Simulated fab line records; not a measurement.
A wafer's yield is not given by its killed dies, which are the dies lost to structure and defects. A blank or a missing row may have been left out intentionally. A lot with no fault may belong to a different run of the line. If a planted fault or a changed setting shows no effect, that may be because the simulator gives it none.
Problem report in the 8D (eight disciplines) form, filled by code / flow gf180mcu / the parts of the form that need people (team, actions taken, sign-off) are left out

1. PROBLEM STATEMENT
GF_M1_METAL_ETCH_16, run length s: mean 139.5 s over 1 wafer from 1 lot; wafers with no fault: 153.3 s, standard deviation 0.35. Measured from the usual mean, that is -39 standard deviations.
The step: etches the open film in Cl2/BCl3, stops on SiO2, target depth 750.8 nm, time 125.1 s.
The first sign was on wafer L444.5 at day 22 17:11, on rie metal-03. The record has a number at this step for 31 wafers belonging to 11 lots. Rule for "out", or "out of limits": more than 4 standard deviations from the usual mean. The rest of the wafers with a number are treated as sound.

2. WHAT IT IS; WHAT IT IS NOT
question=which readings at this step | is=run length s | is not=chamber pressure mTorr, drypump motor current A
question=which lots | is=L444 | is not=L431, L432, L434, L435, L436, L437, L438, L449, L451, L452
question=which wafers of those lots | is=L444.5 | is not=L444.1, L444.3
question=read on which tools | is=rie metal-03 | is not=rie metal-01, rie metal-04
question=when | is=from day 22 17:11 | is not=up to then (22 sound wafers); but 8 sound wafers of L449, L451, L452 came after

3. SUSPECTS, AND WHAT RULES EACH OUT
Counting: any tool at a process step up to the reading remains a suspect provided it ran every lot that is out. Sound lots after the first of them don't rule it out here, since some wafers of a struck lot are sound.
- pecvd-03 at GF_CONTACT_CVD_02 (deposits SiO2 from TEOS, target thk 860 nm, time 95.992 s): kept. It ran the lot that is out, L444 (day 20 15:04); its last sound lot up to then is L438 (day 18 02:30).
- rie diel-03 at GF_CONTACT_ETCH_16 (etches BARC in N2/H2): kept. It ran the lot that is out, L444 (day 21 16:02); its last sound lot up to then is L438 (day 19 02:46).
- rie diel-03 at GF_CONTACT_ETCH_17 (etches SiO2 in C4F8/O2/Ar, stops on CoSi2, target depth 860 nm): kept. It ran the lot that is out, L444 (day 22 17:11); its last sound lot up to then is L438 (day 20 04:41). Because GF_CONTACT_ETCH_17 lacks a start for some lots, the hours and order of its lots are taken from GF_M1_METAL_ETCH_16.
- rie metal-03 at GF_M1_METAL_ETCH_16 (etches the open film in Cl2/BCl3, stops on SiO2, target depth 750.8 nm, time 125.1 s): kept. It ran the lot that is out, L444 (day 22 17:11); its last sound lot up to then is L438 (day 20 04:41). Its own run length s readings are out on those wafers.
Left after counting: pecvd-03 at GF_CONTACT_CVD_02, rie diel-03 at GF_CONTACT_ETCH_16, rie diel-03 at GF_CONTACT_ETCH_17, rie metal-03 at GF_M1_METAL_ETCH_16.

4. THE CAUSE (what the simulator had put in)
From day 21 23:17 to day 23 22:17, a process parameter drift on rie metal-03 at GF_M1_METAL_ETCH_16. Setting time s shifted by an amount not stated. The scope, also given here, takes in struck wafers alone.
This tool is one of the 4 suspects left after counting.

5. SEQUENCE OF EFFECTS, ordered by route
Each row: a reading where the mean over the struck wafers with a number is more than 3 standard deviations away from the usual. Scope: only readings with a usual standard deviation given in the record; hours: median across lots of the time from each lot's start at the first step in this table that gives one to its start at this step; sigmas: change in usual standard deviations.
hours=0; step=GF_M1_METAL_ETCH_16; reading=oes product au; usual=0.988 a.u.; on struck wafers=1.015; change=+0.027; sigmas=+3.1
hours=0; step=GF_M1_METAL_ETCH_16; reading=run length s; usual=153.3 s; on struck wafers=139.5; change=-13.8; sigmas=-39
hours=0; step=GF_M1_METAL_ETCH_16; reading=throttle valve pct; usual=28.232 %; on struck wafers=28.194; change=-0.038; sigmas=-3.2
hours=0; step=GF_M1_STRIP_17; reading=strip time to endpoint s; usual=7.38 s; on struck wafers=7.61; change=+0.23; sigmas=+3.1
Here are the process steps it includes:
- GF_M1_METAL_ETCH_16: etches the open film in Cl2/BCl3, stops on SiO2, target depth 750.8 nm, time 125.1 s.
- GF_M1_STRIP_17: strips in O2/N2.

6. HOW IT WOULD HAVE BEEN CAUGHT EARLIER
First out-of-limits reading in this record: day 22 17:11, which is 18 hours after fault onset at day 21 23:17.
